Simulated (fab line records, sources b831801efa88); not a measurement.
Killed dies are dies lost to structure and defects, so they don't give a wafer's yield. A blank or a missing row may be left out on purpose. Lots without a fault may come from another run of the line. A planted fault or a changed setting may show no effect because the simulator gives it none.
Which tool did it? | flow gf180mcu | 15 lots, 45 wafers sampled, at 5 steps of a route of 602

WHAT THE GAUGES READ, wafer by wafer
GF_DNWELL_TW_MEAS_09. Usual: DNWELL_TW 1354, standard deviation 11.
lot  | measured    | on            | DNWELL_TW      | flag
L530 | day 3 08:35 | film_metro-03 | 1359 1367 1377 |
L532 | day 3 22:12 | film_metro-03 | 1356 1351 1351 |
L534 | day 4 11:15 | film_metro-03 | 1370 1370 1381 |
L536 | day 4 16:07 | film_metro-03 | 31 31 31       | OFF
L538 | day 5 02:04 | film_metro-04 | 30 30 31       | OFF
L537 | day 5 02:20 | film_metro-03 | 31 31 31       | OFF
L541 | day 5 16:13 | film_metro-01 | 1365 1348 1353 |
L542 | day 5 23:24 | film_metro-03 | 1359 1359 1356 |
L543 | day 6 04:33 | film_metro-04 | 1346 1357 1343 |
L544 | day 6 09:37 | film_metro-04 | 1349 1352 1350 |
L545 | day 6 14:13 | film_metro-01 | 1359 1353 1356 |
L546 | day 6 20:32 | film_metro-03 | 1350 1357 1348 |
L547 | day 7 01:01 | film_metro-01 | 1346 1352 1347 |
L549 | day 7 12:01 | film_metro-03 | 1371 1362 1361 |
L550 | day 7 18:21 | film_metro-04 | 1344 1346 1345 |

GF_VT_IMPLANT_OVL_MEAS_18. Usual: VT_IMPLANT_01_OVL 0.3 nm, standard deviation 1.3.
lot  | measured     | on         | VT_IMPLANT_01_OVL (nm) | flag
L530 | day 7 00:47  | overlay-01 | -0.2 -1.1 0.8          |
L532 | day 7 18:44  | overlay-01 | -2.0 0.0 -1.4          |
L534 | day 8 08:40  | overlay-01 | -1.4 -1.2 -0.9         |
L536 | day 8 15:09  | overlay-01 | -0.6 0.9 1.5           |
L538 | day 9 01:44  | overlay-02 | 2.8 1.7 2.1            |
L537 | day 9 03:27  | overlay-01 | -0.5 -0.9 1.0          |
L541 | day 9 18:55  | overlay-02 | 1.3 0.7 -0.2           |
L542 | day 10 03:14 | overlay-01 | 2.1 -0.5 -0.7          |
L543 | day 10 11:16 | overlay-02 | -0.6 0.7 1.9           |
L544 | day 10 16:17 | overlay-01 | -2.2 -1.8 -1.6         |
L545 | day 10 21:31 | overlay-02 | 1.4 1.1 0.1            |
L546 | day 11 06:42 | overlay-01 | 0.5 0.8 -1.5           |
L547 | day 11 10:13 | overlay-02 | 0.6 1.1 0.5            |
L549 | day 11 22:23 | overlay-01 | -1.0 2.5 0.3           |
L550 | day 12 07:09 | overlay-02 | -2.0 -2.4 -2.5         |

GF_POLY_GATE_THK_MEAS_01. Usual: POLY_GATE_CVD_00_THK 200.3 nm, standard deviation 1.7.
lot  | measured     | on            | POLY_GATE_CVD_00_THK (nm) | flag
L530 | day 9 08:14  | film_metro-04 | 201.0 200.6 201.7         |
L532 | day 10 03:53 | film_metro-03 | 199.9 200.7 199.8         |
L534 | day 10 21:02 | film_metro-03 | 200.1 201.6 200.3         |
L536 | day 11 04:11 | film_metro-01 | 198.4 198.5 197.4         |
L538 | day 11 15:35 | film_metro-01 | 203.8 204.8 204.6         |
L537 | day 11 16:34 | film_metro-04 | 201.3 200.2 201.3         |
L541 | day 12 09:32 | film_metro-01 | 199.8 198.0 197.7         |
L542 | day 12 17:53 | film_metro-04 | 199.9 202.2 200.6         |
L543 | day 13 04:52 | film_metro-01 | 200.0 198.2 199.2         |
L544 | day 13 08:31 | film_metro-03 | 201.5 200.0 199.6         |
L545 | day 13 15:22 | film_metro-01 | 201.8 200.1 200.4         |
L546 | day 14 04:43 | film_metro-04 | 200.8 201.1 202.5         |
L547 | day 14 09:41 | film_metro-04 | 199.1 201.2 200.3         |
L549 | day 14 18:34 | film_metro-04 | 200.8 199.6 200.3         |
L550 | day 15 09:53 | film_metro-01 | 199.9 200.5 200.4         |

GF_HV_LDD_OVL_MEAS_08. Usual: HV_LDD_OVL -0.9 nm, standard deviation 1.4.
lot  | measured     | on         | HV_LDD_OVL (nm) | flag
L530 | day 10 21:48 | overlay-02 | -0.1 0.4 -0.6   |
L532 | day 11 18:13 | overlay-01 | 0.5 1.1 -0.9    |
L534 | day 12 13:30 | overlay-02 | 0.0 0.3 1.6     |
L536 | day 12 22:14 | overlay-02 | -4.2 -4.2 -3.2  |
L538 | day 13 07:38 | overlay-02 | 0.4 -1.5 -1.0   |
L537 | day 13 09:54 | overlay-02 | -1.3 -1.4 -0.3  |
L541 | day 14 05:24 | overlay-01 | -2.1 0.2 -2.6   |
L542 | day 14 13:42 | overlay-02 | -1.3 -0.9 0.1   |
L543 | day 15 05:57 | overlay-02 | -0.4 1.5 0.7    |
L544 | day 15 05:41 | overlay-02 | -3.2 -2.5 -1.6  |
L545 | day 15 10:17 | overlay-02 | -1.4 -0.9 1.8   |
L546 | day 16 00:56 | overlay-02 | -1.7 -1.2 -1.4  |
L547 | day 16 07:40 | overlay-02 | -2.6 -1.1 -1.8  |
L549 | day 16 16:07 | overlay-02 | -1.6 -1.8 -0.5  |
L550 | day 17 10:08 | overlay-02 | -2.1 -1.0 -2.1  |

WHICH TOOL RAN EACH LOT (tool, then ch and the chambers of the sampled wafers, then the start)
lot  | GF_DNWELL_EXPOSE_04
L530 | iline_stepper-01 ch 0, day 3 02:26
L532 | iline_stepper-02 ch 0, day 3 16:05
L534 | iline_stepper-02 ch 0, day 4 03:49
L536 | iline_stepper-02, day 4 09:21
L538 | iline_stepper-01, day 4 18:41
L537 | iline_stepper-02, day 4 19:08
L541 | iline_stepper-01 ch 0, day 5 08:32
L542 | iline_stepper-01 ch 0, day 5 15:55
L543 | iline_stepper-01 ch 0, day 5 20:50
L544 | iline_stepper-02 ch 0, day 6 02:05
L545 | iline_stepper-02 ch 0, day 6 06:29
L546 | iline_stepper-01 ch 0, day 6 12:31
L547 | iline_stepper-01 ch 0, day 6 16:51
L549 | iline_stepper-02 ch 0, day 7 03:40
L550 | iline_stepper-02 ch 0, day 7 10:25
- GF_DNWELL_EXPOSE_04: exposes mask DNWELL, target cd 1700 nm.

WHAT THE TOOLS THEMSELVES READ (means of the sampled wafers that have a number; where no wafer has one, the mark that the record gives instead)
GF_DNWELL_EXPOSE_04. Usual: exposure_dose_mJ_cm2 260.00, standard deviation 0.25; focus_offset_nm -0.1 nm, standard deviation 0.47.
lot  | tool             | exposure_dose_mJ_cm2 | focus_offset_nm (nm) | flag
L530 | iline_stepper-01 | 259.85               | 0.0                  |
L532 | iline_stepper-02 | 260.09               | 0.2                  |
L534 | iline_stepper-02 | 260.11               | -0.6                 |
L536 | iline_stepper-02 | -                    | -                    | OFF
L538 | iline_stepper-01 | -                    | -                    | OFF
L537 | iline_stepper-02 | -                    | -                    | OFF
L541 | iline_stepper-01 | 260.38               | 0.1                  |
L542 | iline_stepper-01 | 260.20               | -0.4                 |
L543 | iline_stepper-01 | 260.13               | -0.4                 |
L544 | iline_stepper-02 | 260.26               | -0.3                 |
L545 | iline_stepper-02 | 260.03               | -0.2                 |
L546 | iline_stepper-01 | 259.81               | 0.3                  |
L547 | iline_stepper-01 | 259.98               | 0.7                  |
L549 | iline_stepper-02 | 259.84               | 0.2                  |
L550 | iline_stepper-02 | 259.97               | -0.2                 |

THE ANSWER, worked out from the rows above alone
Rule: a lot is off if the mean of its wafers that have a number lies more than 3 standard deviations from the usual mean. A lot without any number at a reading at which 4 lots or more have one is off too. The other lots that the step has rows for count as sound. The gauges are gone through in route order, then the tools' own readings, and for those a lot's mean is taken as printed above. The first step at which some lot is off is used, and at that step the reading that is off furthest; a lot without a number counts as furthest.
Off: L536, L538, L537, at GF_DNWELL_TW_MEAS_09 (DNWELL_TW).
A tool fits if, at a process step before that reading, it ran every lot that is off, and no sound lot after the first of them. The gauges at GF_DNWELL_TW_MEAS_09 aren't tried: what is off there is off at GF_DNWELL_EXPOSE_04 too, on other tools, and a gauge's error can't cause that. None of those tried fits.

WHAT THE SIMULATOR HAD PUT IN
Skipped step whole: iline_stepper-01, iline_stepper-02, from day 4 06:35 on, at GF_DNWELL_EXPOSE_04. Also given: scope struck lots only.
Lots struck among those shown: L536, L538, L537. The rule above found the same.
